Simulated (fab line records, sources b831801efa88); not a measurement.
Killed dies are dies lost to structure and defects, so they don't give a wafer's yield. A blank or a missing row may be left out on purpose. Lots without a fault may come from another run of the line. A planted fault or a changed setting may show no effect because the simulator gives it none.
fab line records | flow gf180mcu
record lots=14 wafers=42 last_day=34
route steps=602 shown HV_LDD@185 V1@359 V2@383
lots that met no fault: from a run of the same line without faults
start_h: hours from the record's first day to the start of the lot's first wafer shown | wait_h: hours since the lot's step before | " the same as in the row above | L1.1+2: a row that stands for several wafers | - no value, or no start given | * or withheld: withheld | < > ~ a bound
route shown NAME@n: a module of which the file shows steps, and the number in the route of the first | usual: mean/standard deviation of fault-free wafers | same: alike in all rows | chamber/n: place in a boat | sites: the reading at each site | _std_site: their standard deviation | _edge_site: outer sites' mean less inner sites' | radius_mm: how far each site lies from the wafer's centre | mask NAME#n: copy n | behind: the tool/chamber that last shaped the wafer | hold: why the lot was held/for how many hours/how that ended | device: the transistor (n, p or np) that didn't switch | end of line: the same wafers' tests at the end of the route | a step without rows: its recipe alone | killed: dies lost to structure and defects at the first sort, not the wafer's yield | map: a wafer's dies, x killed, . not, _ none there
set.NAME: the setting as run; set.NAME@STEP: as run at that earlier step | model.NAME: the simulator's own value behind a step, which no gauge read
steps of the route over a sample of lots; a table a step, a row a wafer
services: from which hour (start_h, from the record's first day; less than 0 if before it) a tool's chamber was out of use, for how many hours, and why
## steps
# step GF_HV_LDD_IMPLANT_09
# recipe species=As energy_kev=40 dose_cm2=1e+14 tilt_deg=7
# usual dose_ions_cm2=1.0001e+14/9.4e+10 faraday_current_uA=561/10
# columns lot.wafer tool chamber start_h wait_h dose_ions_cm2 faraday_current_uA
L766.1 implanter-04 0 222.19 0.0 1.0022e+14 555
L766.2 " 0 " " 1.002e+14 570
L766.5 " 0 " " 1.0012e+14 582
L767.2 implanter-03 0 228.17 0.0 1.0011e+14 551
L767.3 " 0 " " 1.0016e+14 570
L767.4 " 0 " " 1.0004e+14 545
L768.1 implanter-04 0 235.29 0.0 9.989e+13 556
L768.3 " 0 " " 9.995e+13 555
L768.5 " 0 " " 1.0006e+14 565
L770.3 implanter-03 0 249.24 0.1 9.995e+13 568
L770.5 " 0 " " 1.0015e+14 538
L770.6 " 0 " " 1.0012e+14 555
L771.2 implanter-03 0 253.73 0.0 9.998e+13 572
L771.4 " 0 " " 9.992e+13 567
L771.6 " 0 " " 1.0006e+14 573
L777.1 implanter-03 0 295.19 0.0 1.079e+14 614
L777.3 " 0 " " 1.0775e+14 609
L777.5 " 0 " " 1.078e+14 613
L779.2 implanter-03 0 311.33 0.0 1.0796e+14 607
L779.4 " 0 " " 1.0791e+14 628
L779.6 " 0 " " 1.0789e+14 616
L782.1 implanter-02 0 336.54 0.0 1.0002e+14 565
L782.4 " 0 " " 1.0009e+14 561
L782.6 " 0 " " 1.001e+14 574
L783.3 implanter-02 0 344.69 0.1 1.001e+14 558
L783.5 " 0 " " 9.999e+13 558
L783.6 " 0 " " 9.991e+13 560
L784.1 implanter-02 0 349.86 0.0 9.999e+13 569
L784.3 " 0 " " 1.0017e+14 572
L784.4 " 0 " " 1.0002e+14 561
L785.2 implanter-04 0 358.17 0.0 9.995e+13 574
L785.3 " 0 " " 9.996e+13 541
L785.4 " 0 " " 9.993e+13 551
L787.2 implanter-04 0 369.91 0.0 1.0012e+14 585
L787.3 " 0 " " 1.0005e+14 568
L787.6 " 0 " " 1.0016e+14 560
L788.1 implanter-02 0 389.39 0.0 1.0009e+14 558
L788.4 " 0 " " 1e+14 549
L788.6 " 0 " " 1.0011e+14 547
L789.2 implanter-03 0 392.67 0.0 9.999e+13 575
L789.5 " 0 " " 9.993e+13 554
L789.6 " 0 " " 9.999e+13 557
# step GF_HV_LDD_RS_MEAS_53
# recipe thk_meas_gauge=four-point-probe
# usual HV_LDD_RS=418.6/0.85
# columns lot.wafer tool chamber start_h wait_h HV_LDD_RS[ohm/sq]
L766.1 film_metro-03 - 280.16 0.1 418.3
L766.2 " - " " 417.7
L766.5 " - " " 417.9
L767.2 film_metro-03 - 286.94 0.1 419.8
L767.3 " - " " 418.4
L767.4 " - " " 420.4
L768.1 film_metro-04 - 294.97 0.1 417.6
L768.3 " - " " 417.9
L768.5 " - " " 418.9
L770.3 film_metro-04 - 309.98 0.1 418.2
L770.5 " - " " 419.8
L770.6 " - " " 418.9
L771.2 film_metro-03 - 315.34 0.1 417.8
L771.4 " - " " 418.3
L771.6 " - " " 419.7
L777.1 film_metro-03 - 360.26 0.1 405.2
L777.3 " - " " 405.7
L777.5 " - " " 405.4
L779.2 film_metro-02 - 377.89 0.1 403.5
L779.4 " - " " 404.4
L779.6 " - " " 403.5
L782.1 film_metro-04 - 405.33 0.1 419.7
L782.4 " - " " 419.6
L782.6 " - " " 419.4
L783.3 film_metro-03 - 412.86 0.1 419.6
L783.5 " - " " 418.9
L783.6 " - " " 419.4
L784.1 film_metro-04 - 419.17 0.1 419.0
L784.3 " - " " 419.2
L784.4 " - " " 419.5
L785.2 film_metro-04 - 427.68 0.1 417.4
L785.3 " - " " 417.8
L785.4 " - " " 418.1
L787.2 film_metro-02 - 441.80 0.1 418.9
L787.3 " - " " 418.0
L787.6 " - " " 418.3
L788.1 film_metro-02 - 462.57 0.1 418.5
L788.4 " - " " 418.3
L788.6 " - " " 419.0
L789.2 film_metro-04 - 466.03 0.1 418.4
L789.5 " - " " 418.8
L789.6 " - " " 419.8
# step GF_V1_RS_MEAS_24
# recipe thk_meas_gauge=four-point-probe reads=W_of_V1_CVD_23+TiN_of_V1_SPUTTER_22+Ti_of_V1_SPUTTER_21
# usual V1_W_RS=0.328/0.0036
# columns lot.wafer tool chamber start_h wait_h V1_W_RS[ohm/sq]
L766.1 film_metro-02 - 420.04 0.1 0.331
L766.2 " - " " 0.327
L766.5 " - " " 0.327
L767.2 film_metro-02 - 428.36 0.1 0.333
L767.3 " - " " 0.338
L767.4 " - " " 0.331
L768.1 film_metro-01 - 438.08 0.1 0.331
L768.3 " - " " 0.325
L768.5 " - " " 0.322
L770.3 film_metro-01 - 457.92 0.1 0.330
L770.5 " - " " 0.326
L770.6 " - " " 0.329
L771.2 film_metro-03 - 461.70 0.1 0.330
L771.4 " - " " 0.331
L771.6 " - " " 0.334
L777.1 film_metro-01 - 511.17 0.1 0.333
L777.3 " - " " 0.330
L777.5 " - " " 0.330
L779.2 film_metro-01 - 529.45 0.1 0.326
L779.4 " - " " 0.326
L779.6 " - " " 0.323
L782.1 film_metro-01 - 557.62 0.1 0.324
L782.4 " - " " 0.331
L782.6 " - " " 0.329
L783.3 film_metro-01 - 563.80 0.1 0.328
L783.5 " - " " 0.327
L783.6 " - " " 0.326
L784.1 film_metro-03 - 569.54 0.1 0.324
L784.3 " - " " 0.329
L784.4 " - " " 0.329
L785.2 film_metro-01 - 579.26 0.1 0.324
L785.3 " - " " 0.322
L785.4 " - " " 0.325
L787.2 film_metro-03 - 589.71 0.1 0.325
L787.3 " - " " 0.328
L787.6 " - " " 0.325
L788.1 film_metro-01 - 608.58 0.1 0.326
L788.4 " - " " 0.329
L788.6 " - " " 0.326
L789.2 film_metro-03 - 610.43 0.1 0.325
L789.5 " - " " 0.323
L789.6 " - " " 0.324
# step GF_V2_THK_MEAS_01
# recipe reads=SiO2_of_V2_CVD_00
# usual V2_CVD_00_THK=600/6.2
# columns lot.wafer tool chamber start_h wait_h V2_CVD_00_THK[nm]
L766.1 film_metro-03 - 445.83 0.0 601
L766.2 " - " " 606
L766.5 " - " " 606
L767.2 film_metro-04 - 454.20 0.0 600
L767.3 " - " " 600
L767.4 " - " " 606
L768.1 film_metro-02 - 464.07 0.0 611
L768.3 " - " " 607
L768.5 " - " " 608
L770.3 film_metro-04 - 483.79 0.1 608
L770.5 " - " " 610
L770.6 " - " " 607
L771.2 film_metro-04 - 487.52 0.0 604
L771.4 " - " " 604
L771.6 " - " " 607
L777.1 film_metro-02 - 535.59 0.0 602
L777.3 " - " " 604
L777.5 " - " " 606
L779.2 film_metro-02 - 553.66 0.0 609
L779.4 " - " " 598
L779.6 " - " " 605
L782.1 film_metro-03 - 581.12 0.0 598
L782.4 " - " " 608
L782.6 " - " " 595
L783.3 film_metro-03 - 587.25 0.1 606
L783.5 " - " " 604
L783.6 " - " " 601
L784.1 film_metro-04 - 592.50 0.0 588
L784.3 " - " " 593
L784.4 " - " " 589
L785.2 film_metro-03 - 602.63 0.0 594
L785.3 " - " " 598
L785.4 " - " " 598
L787.2 film_metro-02 - 612.06 0.0 588
L787.3 " - " " 602
L787.6 " - " " 589
L788.1 film_metro-02 - 630.57 0.0 602
L788.4 " - " " 590
L788.6 " - " " 596
L789.2 film_metro-02 - 632.50 0.0 598
L789.5 " - " " 599
L789.6 " - " " 600
# step GF_V2_CMP_04
# recipe material=SiO2 down_force_psi=4 platen_rpm=60 pad_velocity_m_s=0.94248
# usual motor_current_A=11.7/1.1 time_to_endpoint_s=81/5.1
# columns lot.wafer tool chamber start_h wait_h motor_current_A time_to_endpoint_s
L766.2 cmp-01 3 446.02 0.0 10.0 74
L766.1 " 1 " " 11.3 81
L766.5 " 0 " " 10.5 85
L767.2 cmp-01 1 454.62 0.3 11.2 81
L767.3 " 2 " " 11.1 90
L767.4 " 3 " " 10.0 80
L768.1 cmp-02 3 464.26 0.1 12.5 76
L768.3 " 0 " " 12.1 73
L768.5 " 0 " " 11.5 86
L770.3 cmp-02 0 484.06 0.1 11.8 81
L770.5 " 2 " " 13.9 90
L770.6 " 3 " " 11.8 85
L771.2 cmp-02 0 487.70 0.0 12.0 80
L771.4 " 1 " " 11.6 90
L771.6 " 0 " " 12.0 89
L777.1 cmp-01 1 535.83 0.1 11.2 73
L777.3 " 2 " " 11.3 79
L777.5 " 0 " " 11.6 79
L779.2 cmp-01 3 553.84 0.0 9.3 70
L779.4 " 1 " " 11.4 80
L779.6 " 3 " " 9.6 75
L782.1 cmp-01 2 581.31 0.1 11.6 87
L782.4 " 0 " " 10.8 96
L782.6 " 3 " " 10.1 77
L783.3 cmp-01 3 587.47 0.1 10.1 71
L783.6 " 2 " " 11.5 90
L783.5 " 3 " " 10.2 79
L784.3 cmp-01 1 592.78 0.1 11.2 76
L784.1 " 2 " " 11.0 82
L784.4 " 0 " " 11.7 90
L785.2 cmp-01 0 602.81 0.0 11.6 79
L785.4 " 1 " " 11.4 84
L785.3 " 3 " " 9.8 80
L787.2 cmp-02 3 612.48 0.3 12.4 82
L787.3 " 2 " " 13.8 77
L787.6 " 3 " " 12.4 85
L788.4 cmp-02 0 630.76 0.0 11.2 83
L788.1 " 1 " " 11.6 71
L788.6 " 0 " " 11.8 78
L789.2 cmp-01 0 632.73 0.1 11.4 80
L789.6 " 3 " " 10.6 77
L789.5 " 0 " " 11.2 87
## services
# columns tool chamber start_h hours kind
implanter-03 - 200.05 3.0 repair
cmp-01 - 208.11 1.2 repair
cmp-01 - 224.20 4.6 pm
implanter-03 - 229.52 18.9 repair
cmp-01 - 232.11 4.0 pm
implanter-03 - 336.41 3.3 repair
implanter-03 - 357.60 1.8 repair
cmp-01 - 373.65 2.5 repair
cmp-01 - 391.69 1.0 repair
cmp-02 - 404.00 4.0 pm
cmp-02 - 443.55 5.8 pm
implanter-03 - 444.46 0.6 repair
cmp-01 - 460.01 7.6 pm
cmp-01 - 472.18 5.2 repair
implanter-03 - 485.52 6.0 repair
implanter-03 - 494.44 1.1 repair
cmp-02 - 497.91 3.0 repair
cmp-01 - 504.32 4.2 repair
implanter-03 - 515.44 3.2 repair
implanter-03 - 560.33 0.6 repair
cmp-01 - 572.11 4.0 pm
cmp-01 - 590.80 0.4 repair
cmp-01 - 606.97 16.2 pm
implanter-03 - 616.00 4.5 pm
## key
first_sign step=GF_HV_LDD_IMPLANT_09 reading=dose_ions_cm2 direction=up sigmas=83 usual=1.0001e+14 struck=1.0787e+14
effect step=GF_HV_LDD_IMPLANT_09 reading=faraday_current_uA direction=up sigmas=5.1 usual=561 struck=614
effect step=GF_HV_LDD_RS_MEAS_53 reading=HV_LDD_RS direction=down sigmas=16 usual=418.6 struck=404.6
met_at GF_HV_LDD_IMPLANT_09
struck_lots L777,L779
tester_left_out L777,L779
not_acting_at GF_V1_RS_MEAS_24,GF_V2_THK_MEAS_01,GF_V2_CMP_04
onset_between 253.73 295.19
fault kind=process_parameter_drift tool=implanter-03 chamber=- onset_h=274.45 steps=GF_HV_LDD_IMPLANT_09 channel=dose_cm2 offset=7.9324e+12 shape=step end_h=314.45 acts_in=these_recipes_only stated=1e+14
# tester_left_out: of these lots the tester's yield and bins aren't shown, on N5 and GAA mostly nor the transistor test; their killed dies are dies lost to structure and defects alone, not to doping, threshold or leakage, so they don't give the yield
